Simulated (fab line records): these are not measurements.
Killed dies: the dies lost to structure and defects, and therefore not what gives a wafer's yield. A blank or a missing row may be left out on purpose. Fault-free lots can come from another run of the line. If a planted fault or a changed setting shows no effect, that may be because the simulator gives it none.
Which tool was responsible? || flow sky130 || 13 lots with 39 wafers sampled at 3 steps, on a route of 708 steps

WHAT THE GAUGES READ, wafer by wafer
SKY_VT_ADJUST_LVTN_OVL_MEAS_18. Usual: for VT_ADJUST_LVTN_01_OVL the level is -1.1 nm and the standard deviation is 1.8.
{"lot": "L773", "measured": "day 8 02:04", "on": "overlay-01", "VT_ADJUST_LVTN_01_OVL (nm)": "-0.6 -3.2 -1.9", "flag": ""}
{"lot": "L774", "measured": "day 8 06:43", "on": "overlay-01", "VT_ADJUST_LVTN_01_OVL (nm)": "-1.8 -3.6 -3.2", "flag": ""}
{"lot": "L775", "measured": "day 8 13:06", "on": "overlay-01", "VT_ADJUST_LVTN_01_OVL (nm)": "1.0 0.2 1.4", "flag": ""}
{"lot": "L776", "measured": "day 8 20:33", "on": "overlay-02", "VT_ADJUST_LVTN_01_OVL (nm)": "0.2 0.0 -0.4", "flag": ""}
{"lot": "L777", "measured": "day 9 05:33", "on": "overlay-01", "VT_ADJUST_LVTN_01_OVL (nm)": "1.6 -0.1 0.3", "flag": ""}
{"lot": "L778", "measured": "day 9 09:59", "on": "overlay-02", "VT_ADJUST_LVTN_01_OVL (nm)": "-0.7 -0.8 -0.6", "flag": ""}
{"lot": "L779", "measured": "day 9 15:32", "on": "overlay-02", "VT_ADJUST_LVTN_01_OVL (nm)": "-3.3 -4.7 -4.9", "flag": ""}
{"lot": "L780", "measured": "day 9 22:23", "on": "overlay-02", "VT_ADJUST_LVTN_01_OVL (nm)": "-1.2 -2.2 -2.4", "flag": ""}
{"lot": "L785", "measured": "day 11 05:07", "on": "overlay-01", "VT_ADJUST_LVTN_01_OVL (nm)": "-2.1 -1.3 -3.8", "flag": ""}
{"lot": "L793", "measured": "day 13 16:18", "on": "overlay-02", "VT_ADJUST_LVTN_01_OVL (nm)": "-1.8 -0.7 -1.0", "flag": ""}
{"lot": "L794", "measured": "day 14 01:57", "on": "overlay-02", "VT_ADJUST_LVTN_01_OVL (nm)": "-3.1 -2.7 -3.0", "flag": ""}
{"lot": "L795", "measured": "day 14 03:43", "on": "overlay-01", "VT_ADJUST_LVTN_01_OVL (nm)": "-1.6 -2.6 -1.4", "flag": ""}
{"lot": "L796", "measured": "day 14 06:18", "on": "overlay-02", "VT_ADJUST_LVTN_01_OVL (nm)": "-0.7 0.2 1.5", "flag": ""}

SKY_GATE_OXIDE_THK_MEAS_02. Usual: for GATE_OXIDE_OXIDATION_00_THK the level is 10.19 nm and the standard deviation is 0.21.
{"lot": "L773", "measured": "day 13 03:05", "on": "film_metro-01", "GATE_OXIDE_OXIDATION_00_THK (nm)": "9.93 10.16 10.12", "flag": ""}
{"lot": "L774", "measured": "day 13 11:50", "on": "film_metro-03", "GATE_OXIDE_OXIDATION_00_THK (nm)": "10.45 10.39 10.36", "flag": ""}
{"lot": "L775", "measured": "day 13 21:43", "on": "film_metro-02", "GATE_OXIDE_OXIDATION_00_THK (nm)": "9.85 9.93 9.79", "flag": ""}
{"lot": "L776", "measured": "day 14 04:00", "on": "film_metro-03", "GATE_OXIDE_OXIDATION_00_THK (nm)": "9.92 10.03 9.76", "flag": ""}
{"lot": "L777", "measured": "day 14 15:07", "on": "film_metro-02", "GATE_OXIDE_OXIDATION_00_THK (nm)": "10.22 10.06 10.02", "flag": ""}
{"lot": "L778", "measured": "day 14 20:28", "on": "film_metro-01", "GATE_OXIDE_OXIDATION_00_THK (nm)": "10.51 10.39 10.34", "flag": ""}
{"lot": "L779", "measured": "day 15 01:20", "on": "film_metro-03", "GATE_OXIDE_OXIDATION_00_THK (nm)": "10.10 10.12 10.08", "flag": ""}
{"lot": "L780", "measured": "day 15 13:13", "on": "film_metro-02", "GATE_OXIDE_OXIDATION_00_THK (nm)": "10.38 10.11 10.26", "flag": ""}
{"lot": "L785", "measured": "day 17 02:29", "on": "film_metro-02", "GATE_OXIDE_OXIDATION_00_THK (nm)": "10.44 10.35 10.50", "flag": ""}
{"lot": "L793", "measured": "day 20 02:05", "on": "film_metro-02", "GATE_OXIDE_OXIDATION_00_THK (nm)": "10.26 10.06 10.23", "flag": ""}
{"lot": "L794", "measured": "day 20 13:07", "on": "film_metro-01", "GATE_OXIDE_OXIDATION_00_THK (nm)": "10.33 10.30 10.23", "flag": ""}
{"lot": "L795", "measured": "day 20 15:01", "on": "film_metro-03", "GATE_OXIDE_OXIDATION_00_THK (nm)": "9.89 9.84 9.85", "flag": ""}
{"lot": "L796", "measured": "day 20 18:26", "on": "film_metro-02", "GATE_OXIDE_OXIDATION_00_THK (nm)": "10.34 10.61 10.54", "flag": ""}

WHICH TOOL RAN EACH LOT (tool, then ch and the chambers of the sampled wafers, then the start)
{"lot": "L773", "SKY_VT_ADJUST_LVTN_STRIP_09": "plasma_asher-03 ch 0,1, day 7 06:10"}
{"lot": "L774", "SKY_VT_ADJUST_LVTN_STRIP_09": "plasma_asher-03 ch 0,1, day 7 10:11"}
{"lot": "L775", "SKY_VT_ADJUST_LVTN_STRIP_09": "plasma_asher-02 ch 0,1, day 7 16:29"}
{"lot": "L776", "SKY_VT_ADJUST_LVTN_STRIP_09": "plasma_asher-01 ch 0,1, day 8 00:19"}
{"lot": "L777", "SKY_VT_ADJUST_LVTN_STRIP_09": "plasma_asher-02 ch 0, day 8 08:41"}
{"lot": "L778", "SKY_VT_ADJUST_LVTN_STRIP_09": "plasma_asher-01 ch 0,1, day 8 12:50"}
{"lot": "L779", "SKY_VT_ADJUST_LVTN_STRIP_09": "plasma_asher-03 ch 0,1, day 8 17:40"}
{"lot": "L780", "SKY_VT_ADJUST_LVTN_STRIP_09": "plasma_asher-03 ch 0,1, day 9 00:41"}
{"lot": "L785", "SKY_VT_ADJUST_LVTN_STRIP_09": "plasma_asher-03 ch 1, day 10 07:55"}
{"lot": "L793", "SKY_VT_ADJUST_LVTN_STRIP_09": "plasma_asher-01 ch 0,1, day 12 14:32"}
{"lot": "L794", "SKY_VT_ADJUST_LVTN_STRIP_09": "plasma_asher-01 ch 0,1, day 13 00:27"}
{"lot": "L795", "SKY_VT_ADJUST_LVTN_STRIP_09": "plasma_asher-02 ch 0,1, day 13 02:01"}
{"lot": "L796", "SKY_VT_ADJUST_LVTN_STRIP_09": "plasma_asher-02 ch 0, day 13 04:27"}
- SKY_VT_ADJUST_LVTN_STRIP_09: strips in O2/N2.

WHAT THE TOOLS THEMSELVES READ (means of the sampled wafers that have a number; where no wafer has one, the mark that the record gives instead)
SKY_VT_ADJUST_LVTN_STRIP_09. Usual: drypump_motor_current_A 5.6 A, standard deviation 0.33; oes_product_au 0.722 a.u., standard deviation 0.0042; strip_time_to_endpoint_s 36.95 s, standard deviation 0.087.
{"lot": "L773", "tool": "plasma_asher-03", "drypump_motor_current_A (A)": 5.3, "oes_product_au (a.u.)": 0.720, "strip_time_to_endpoint_s (s)": 36.88, "flag": ""}
{"lot": "L774", "tool": "plasma_asher-03", "drypump_motor_current_A (A)": 5.3, "oes_product_au (a.u.)": 0.727, "strip_time_to_endpoint_s (s)": 36.87, "flag": ""}
{"lot": "L775", "tool": "plasma_asher-02", "drypump_motor_current_A (A)": 5.8, "oes_product_au (a.u.)": 0.721, "strip_time_to_endpoint_s (s)": 36.99, "flag": ""}
{"lot": "L776", "tool": "plasma_asher-01", "drypump_motor_current_A (A)": 5.5, "oes_product_au (a.u.)": 0.721, "strip_time_to_endpoint_s (s)": 37.07, "flag": ""}
{"lot": "L777", "tool": "plasma_asher-02", "drypump_motor_current_A (A)": 5.6, "oes_product_au (a.u.)": 0.723, "strip_time_to_endpoint_s (s)": 37.15, "flag": ""}
{"lot": "L778", "tool": "plasma_asher-01", "drypump_motor_current_A (A)": 5.4, "oes_product_au (a.u.)": 0.724, "strip_time_to_endpoint_s (s)": 37.01, "flag": ""}
{"lot": "L779", "tool": "plasma_asher-03", "drypump_motor_current_A (A)": 5.2, "oes_product_au (a.u.)": 0.719, "strip_time_to_endpoint_s (s)": 37.03, "flag": ""}
{"lot": "L780", "tool": "plasma_asher-03", "drypump_motor_current_A (A)": 5.2, "oes_product_au (a.u.)": 0.720, "strip_time_to_endpoint_s (s)": 36.83, "flag": ""}
{"lot": "L785", "tool": "plasma_asher-03", "drypump_motor_current_A (A)": 5.2, "oes_product_au (a.u.)": 0.721, "strip_time_to_endpoint_s (s)": 36.87, "flag": ""}
{"lot": "L793", "tool": "plasma_asher-01", "drypump_motor_current_A (A)": 5.6, "oes_product_au (a.u.)": 0.720, "strip_time_to_endpoint_s (s)": 36.98, "flag": ""}
{"lot": "L794", "tool": "plasma_asher-01", "drypump_motor_current_A (A)": 5.4, "oes_product_au (a.u.)": 0.724, "strip_time_to_endpoint_s (s)": 36.98, "flag": ""}
{"lot": "L795", "tool": "plasma_asher-02", "drypump_motor_current_A (A)": 6.0, "oes_product_au (a.u.)": 0.724, "strip_time_to_endpoint_s (s)": 36.95, "flag": ""}
{"lot": "L796", "tool": "plasma_asher-02", "drypump_motor_current_A (A)": 5.6, "oes_product_au (a.u.)": 0.724, "strip_time_to_endpoint_s (s)": 36.98, "flag": ""}

THE ANSWER, worked out from the rows above alone
Rule: take the mean of a lot's wafers that have a number; if it is more than 3 standard deviations from the usual mean, the lot is off. A lot without any number at a reading at which 4 lots or more have one is off too. Any other lot the step has rows for is counted as sound. After the gauges, taken in route order, come the tools' own readings; for these a lot's mean is taken, as printed above. The first step at which some lot is off is used, and at that step the reading that is off furthest; a lot without a number counts as furthest.
None of the lots is off at any reading shown; this tells nothing.

WHAT THE SIMULATOR HAD INSERTED
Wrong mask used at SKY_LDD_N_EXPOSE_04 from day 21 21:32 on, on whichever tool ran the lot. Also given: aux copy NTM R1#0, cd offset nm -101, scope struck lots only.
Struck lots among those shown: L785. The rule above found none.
